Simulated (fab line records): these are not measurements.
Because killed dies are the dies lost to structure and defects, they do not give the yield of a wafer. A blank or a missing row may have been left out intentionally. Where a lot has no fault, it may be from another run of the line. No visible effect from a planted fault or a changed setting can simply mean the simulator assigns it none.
Which tool is to blame? / flow gf180mcu / Sampling: 11 lots, 33 wafers, 6 of 602 route steps

## WHAT THE GAUGES SHOWED, per wafer
GF_HV_LDD_THK_MEAS_57.
lot=L911; measured=day 13 13:19; on=film-metro-02; HV_LDD_CVD_56_THK (nm)=90.2 90.2 90.2
lot=L915; measured=day 14 16:31; on=film-metro-01; HV_LDD_CVD_56_THK (nm)=89.4 89.4 89.6
lot=L916; measured=day 15 04:47; on=film-metro-02; HV_LDD_CVD_56_THK (nm)=89.2 89.7 90.0
lot=L919; measured=day 16 04:17; on=film-metro-02; HV_LDD_CVD_56_THK (nm)=89.1 88.8 88.6
lot=L920; measured=day 16 18:34; on=film-metro-01; HV_LDD_CVD_56_THK (nm)=88.5 88.5 88.3
lot=L923; measured=day 17 13:52; on=film-metro-02; HV_LDD_CVD_56_THK (nm)=89.7 89.1 89.9
lot=L924; measured=day 17 19:43; on=film-metro-04; HV_LDD_CVD_56_THK (nm)=88.4 88.9 88.8
lot=L927; measured=day 19 00:50; on=film-metro-01; HV_LDD_CVD_56_THK (nm)=89.7 89.9 89.9
lot=L928; measured=day 19 07:33; on=film-metro-01; HV_LDD_CVD_56_THK (nm)=89.2 89.5 88.8
lot=L930; measured=day 19 20:01; on=film-metro-04; HV_LDD_CVD_56_THK (nm)=90.7 89.8 90.3
lot=L931; measured=day 20 07:16; on=film-metro-01; HV_LDD_CVD_56_THK (nm)=90.0 89.8 89.7

GF_PSD_RS_MEAS_14: the measuring method here is four-point-probe.
lot=L911; measured=day 15 07:29; on=film-metro-03; NSD_RS (ohm/sq)=45.81 45.81 45.82
lot=L915; measured=day 16 12:23; on=film-metro-01; NSD_RS (ohm/sq)=45.81 45.93 45.91
lot=L916; measured=day 17 01:35; on=film-metro-02; NSD_RS (ohm/sq)=45.86 46.03 45.91
lot=L919; measured=day 18 01:50; on=film-metro-01; NSD_RS (ohm/sq)=46.05 46.02 46.13
lot=L920; measured=day 18 16:31; on=film-metro-03; NSD_RS (ohm/sq)=46.03 45.96 45.90
lot=L923; measured=day 19 13:47; on=film-metro-03; NSD_RS (ohm/sq)=45.74 45.63 45.74
lot=L924; measured=day 19 21:10; on=film-metro-01; NSD_RS (ohm/sq)=45.85 45.84 45.86
lot=L927; measured=day 21 01:50; on=film-metro-02; NSD_RS (ohm/sq)=43.09 43.16 43.16
lot=L928; measured=day 21 09:19; on=film-metro-01; NSD_RS (ohm/sq)=43.07 43.08 43.20
lot=L930; measured=day 21 20:58; on=film-metro-02; NSD_RS (ohm/sq)=45.93 46.02 45.96
lot=L931; measured=day 22 07:43; on=film-metro-01; NSD_RS (ohm/sq)=45.93 45.92 46.02

GF_SALICIDE_RS_MEAS_04: the measuring method here is four-point-probe.
lot=L911; measured=day 16 05:24; on=film-metro-03; SALICIDE_TIN_RS (ohm/sq)=16.0 15.9 16.2
lot=L915; measured=day 17 11:32; on=film-metro-02; SALICIDE_TIN_RS (ohm/sq)=16.6 16.6 16.8
lot=L916; measured=day 18 00:39; on=film-metro-03; SALICIDE_TIN_RS (ohm/sq)=16.0 15.9 16.6
lot=L919; measured=day 19 02:23; on=film-metro-03; SALICIDE_TIN_RS (ohm/sq)=16.0 16.1 15.9
lot=L920; measured=day 19 17:17; on=film-metro-04; SALICIDE_TIN_RS (ohm/sq)=16.6 16.5 16.0
lot=L923; measured=day 20 14:46; on=film-metro-04; SALICIDE_TIN_RS (ohm/sq)=17.0 16.6 16.6
lot=L924; measured=day 20 22:19; on=film-metro-02; SALICIDE_TIN_RS (ohm/sq)=16.8 16.8 17.0
lot=L927; measured=day 22 02:03; on=film-metro-04; SALICIDE_TIN_RS (ohm/sq)=16.1 16.3 16.1
lot=L928; measured=day 22 08:46; on=film-metro-02; SALICIDE_TIN_RS (ohm/sq)=16.4 16.3 16.1
lot=L930; measured=day 22 20:58; on=film-metro-03; SALICIDE_TIN_RS (ohm/sq)=16.1 16.4 16.1
lot=L931; measured=day 23 06:55; on=film-metro-03; SALICIDE_TIN_RS (ohm/sq)=16.5 16.8 16.1

## WHAT TOOL EACH LOT RAN ON (gives the tool, then ch and the chambers of the sampled wafers, and finally the start)
lot=L911; GF_NSD_IMPLANT_10=implanter-01 ch 0, day 14 09:58; GF_NSD_STRIP_11=plasma-asher-01 ch 0,1, day 14 10:07; GF_SALICIDE_SPUTTER_03=pvd-sputter-03, day 16 05:22
lot=L915; GF_NSD_IMPLANT_10=implanter-02 ch 0, day 15 13:46; GF_NSD_STRIP_11=plasma-asher-04 ch 0,1, day 15 13:55; GF_SALICIDE_SPUTTER_03=pvd-sputter-03, day 17 11:31
lot=L916; GF_NSD_IMPLANT_10=implanter-04 ch 0, day 16 02:35; GF_NSD_STRIP_11=plasma-asher-03 ch 0,1, day 16 02:41; GF_SALICIDE_SPUTTER_03=pvd-sputter-01, day 18 00:34
lot=L919; GF_NSD_IMPLANT_10=implanter-04 ch 0, day 17 02:32; GF_NSD_STRIP_11=plasma-asher-01 ch 0,1, day 17 02:41; GF_SALICIDE_SPUTTER_03=pvd-sputter-02, day 19 02:22
lot=L920; GF_NSD_IMPLANT_10=implanter-04 ch 0, day 17 16:59; GF_NSD_STRIP_11=plasma-asher-04 ch 0,1, day 17 17:07; GF_SALICIDE_SPUTTER_03=pvd-sputter-01, day 19 17:13
lot=L923; GF_NSD_IMPLANT_10=implanter-01 ch 0, day 18 13:00; GF_NSD_STRIP_11=plasma-asher-04 ch 0,1, day 18 13:09; GF_SALICIDE_SPUTTER_03=pvd-sputter-01, day 20 14:44
lot=L924; GF_NSD_IMPLANT_10=implanter-02 ch 0, day 18 20:01; GF_NSD_STRIP_11=plasma-asher-03 ch 0,1, day 18 20:08; GF_SALICIDE_SPUTTER_03=pvd-sputter-03, day 20 22:16
lot=L927; GF_NSD_IMPLANT_10=implanter-02 ch 0, day 20 01:06; GF_NSD_STRIP_11=plasma-asher-01 ch 0,1, day 20 01:14; GF_SALICIDE_SPUTTER_03=pvd-sputter-01, day 22 01:59
lot=L928; GF_NSD_IMPLANT_10=implanter-02 ch 0, day 20 07:51; GF_NSD_STRIP_11=plasma-asher-04 ch 0,1, day 20 07:59; GF_SALICIDE_SPUTTER_03=pvd-sputter-03, day 22 08:42
lot=L930; GF_NSD_IMPLANT_10=implanter-01 ch 0, day 20 20:04; GF_NSD_STRIP_11=plasma-asher-01 ch 0,1, day 20 20:12; GF_SALICIDE_SPUTTER_03=pvd-sputter-03, day 22 20:56
lot=L931; GF_NSD_IMPLANT_10=implanter-04 ch 0, day 21 07:46; GF_NSD_STRIP_11=plasma-asher-04 ch 0, day 21 07:53; GF_SALICIDE_SPUTTER_03=pvd-sputter-01, day 23 06:52
- GF_NSD_IMPLANT_10
- GF_NSD_STRIP_11: strips in O2/N2.
- GF_SALICIDE_SPUTTER_03: material TiN, target thk 20 nm, time 16.7 s.

## WHAT THE TOOLS THEMSELVES READ (means of the sampled wafers that have a number; where no wafer has one, the mark that the record gives instead)
GF_NSD_IMPLANT_10.
lot=L911; tool=implanter-01; dose-ions-cm2=5.003e+14; end-station-pressure-torr (Torr)=7.1e-06; faraday-current-uA=2809
lot=L915; tool=implanter-02; dose-ions-cm2=5.000e+14; end-station-pressure-torr (Torr)=7.2e-06; faraday-current-uA=2789
lot=L916; tool=implanter-04; dose-ions-cm2=4.998e+14; end-station-pressure-torr (Torr)=7.1e-06; faraday-current-uA=2779
lot=L919; tool=implanter-04; dose-ions-cm2=4.999e+14; end-station-pressure-torr (Torr)=7.1e-06; faraday-current-uA=2781
lot=L920; tool=implanter-04; dose-ions-cm2=4.998e+14; end-station-pressure-torr (Torr)=7.4e-06; faraday-current-uA=2790
lot=L923; tool=implanter-01; dose-ions-cm2=4.999e+14; end-station-pressure-torr (Torr)=7.1e-06; faraday-current-uA=2789
lot=L924; tool=implanter-02; dose-ions-cm2=4.995e+14; end-station-pressure-torr (Torr)=7.1e-06; faraday-current-uA=2745
lot=L927; tool=implanter-02; dose-ions-cm2=7.552e+14; end-station-pressure-torr (Torr)=8.6e-06; faraday-current-uA=4148
lot=L928; tool=implanter-02; dose-ions-cm2=7.545e+14; end-station-pressure-torr (Torr)=8.5e-06; faraday-current-uA=4229
lot=L930; tool=implanter-01; dose-ions-cm2=4.995e+14; end-station-pressure-torr (Torr)=6.9e-06; faraday-current-uA=2810
lot=L931; tool=implanter-04; dose-ions-cm2=4.997e+14; end-station-pressure-torr (Torr)=7.1e-06; faraday-current-uA=2811

GF_NSD_STRIP_11.
lot=L911; tool=plasma-asher-01; chamber-pressure-mTorr (mTorr)=1498.6; drypump-motor-current-A (A)=5.9; heater-power-w (W)=363; n2-flow-sccm (sccm)=299.8; oes-product-au (a.u.)=0.480; strip-time-to-endpoint-s (s)=23.04
lot=L915; tool=plasma-asher-04; chamber-pressure-mTorr (mTorr)=1498.4; drypump-motor-current-A (A)=5.5; heater-power-w (W)=333; n2-flow-sccm (sccm)=299.8; oes-product-au (a.u.)=0.484; strip-time-to-endpoint-s (s)=23.08
lot=L916; tool=plasma-asher-03; chamber-pressure-mTorr (mTorr)=1500.4; drypump-motor-current-A (A)=5.0; heater-power-w (W)=392; n2-flow-sccm (sccm)=299.5; oes-product-au (a.u.)=0.484; strip-time-to-endpoint-s (s)=23.09
lot=L919; tool=plasma-asher-01; chamber-pressure-mTorr (mTorr)=1498.8; drypump-motor-current-A (A)=6.2; heater-power-w (W)=371; n2-flow-sccm (sccm)=300.1; oes-product-au (a.u.)=0.485; strip-time-to-endpoint-s (s)=23.11
lot=L920; tool=plasma-asher-04; chamber-pressure-mTorr (mTorr)=1499.5; drypump-motor-current-A (A)=5.6; heater-power-w (W)=331; n2-flow-sccm (sccm)=300.4; oes-product-au (a.u.)=0.489; strip-time-to-endpoint-s (s)=23.05
lot=L923; tool=plasma-asher-04; chamber-pressure-mTorr (mTorr)=1501.6; drypump-motor-current-A (A)=5.7; heater-power-w (W)=328; n2-flow-sccm (sccm)=299.2; oes-product-au (a.u.)=0.489; strip-time-to-endpoint-s (s)=23.10
lot=L924; tool=plasma-asher-03; chamber-pressure-mTorr (mTorr)=1499.4; drypump-motor-current-A (A)=5.0; heater-power-w (W)=395; n2-flow-sccm (sccm)=299.3; oes-product-au (a.u.)=0.488; strip-time-to-endpoint-s (s)=23.07
lot=L927; tool=plasma-asher-01; chamber-pressure-mTorr (mTorr)=1499.8; drypump-motor-current-A (A)=5.9; heater-power-w (W)=364; n2-flow-sccm (sccm)=299.3; oes-product-au (a.u.)=0.486; strip-time-to-endpoint-s (s)=23.29
lot=L928; tool=plasma-asher-04; chamber-pressure-mTorr (mTorr)=1501.9; drypump-motor-current-A (A)=5.6; heater-power-w (W)=340; n2-flow-sccm (sccm)=300.4; oes-product-au (a.u.)=0.486; strip-time-to-endpoint-s (s)=23.35
lot=L930; tool=plasma-asher-01; chamber-pressure-mTorr (mTorr)=1500.3; drypump-motor-current-A (A)=6.0; heater-power-w (W)=357; n2-flow-sccm (sccm)=299.6; oes-product-au (a.u.)=0.485; strip-time-to-endpoint-s (s)=23.06
lot=L931; tool=plasma-asher-04; chamber-pressure-mTorr (mTorr)=1500.2; drypump-motor-current-A (A)=5.3; heater-power-w (W)=317; n2-flow-sccm (sccm)=301.7; oes-product-au (a.u.)=0.486; strip-time-to-endpoint-s (s)=23.04

GF_SALICIDE_SPUTTER_03.
lot=L911; tool=pvd-sputter-03; throttle-valve-pct (%)=29.8
lot=L915; tool=pvd-sputter-03; throttle-valve-pct (%)=29.3
lot=L916; tool=pvd-sputter-01; throttle-valve-pct (%)=29.5
lot=L919; tool=pvd-sputter-02; throttle-valve-pct (%)=30.4
lot=L920; tool=pvd-sputter-01; throttle-valve-pct (%)=30.1
lot=L923; tool=pvd-sputter-01; throttle-valve-pct (%)=30.5
lot=L924; tool=pvd-sputter-03; throttle-valve-pct (%)=29.3
lot=L927; tool=pvd-sputter-01; throttle-valve-pct (%)=29.9
lot=L928; tool=pvd-sputter-03; throttle-valve-pct (%)=29.8
lot=L930; tool=pvd-sputter-03; throttle-valve-pct (%)=29.9
lot=L931; tool=pvd-sputter-01; throttle-valve-pct (%)=30.6

## THE ANSWER, worked out from the rows above alone
Rule: what is usual is taken from the lots themselves. Put in order of their means at a reading, lots are off if they are a third of the lots or fewer, leave a main group of 4 or more, and stand apart from it by a gap of 3 or more times the standard deviation of the main group's means; of several such gaps the widest counts. A main group whose means are all the same, to the digits that the tables above print for the reading, isn't used. A lot without any number at a reading at which 4 lots or more have one is off too. Any other lot the step has rows for is counted as sound. The gauges are gone through in route order, then the tools' own readings, and for those a lot's mean is taken as printed above. The first step at which some lot is off is used, and at that step the reading that is off furthest; a lot without a number counts as furthest.
Off: L927, L928, at GF_PSD_RS_MEAS_14 (NSD_RS). Main group: mean 45.90 ohm/sq, sd 0.1.
If a tool, at a process step before that reading, ran all the lots that are off and no sound lot after the first of them, it fits. The gauges at GF_PSD_RS_MEAS_14 aren't tried: what is off there is off at GF_NSD_IMPLANT_10 too, on other tools, and a gauge's error can't cause that. One candidate fits, namely implanter-02 at GF_NSD_IMPLANT_10. A fault onset in the window from L924 (day 18 20:01, its last sound lot) to L927 (day 20 01:06, its first lot off) fits.
The tool's own readings at GF_NSD_IMPLANT_10 bear it out: on the lots that are off they differ by more than 5 times the standard deviation of the sound lots' means. dose-ions-cm2 reads 7.548e+14 there against 4.998e+14 on the sound lots; end-station-pressure-torr reads 8.6e-06 Torr there against 7.1e-06 Torr on the sound lots; faraday-current-uA reads 4188 there against 2789 on the sound lots.

## WHAT THE SIMULATOR HAD PUT IN
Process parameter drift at GF_NSD_IMPLANT_10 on implanter-02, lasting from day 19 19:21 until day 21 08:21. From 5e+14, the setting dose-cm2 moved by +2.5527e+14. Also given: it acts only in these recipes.
Shown lots that were struck: L927, L928. The rule above found the same.
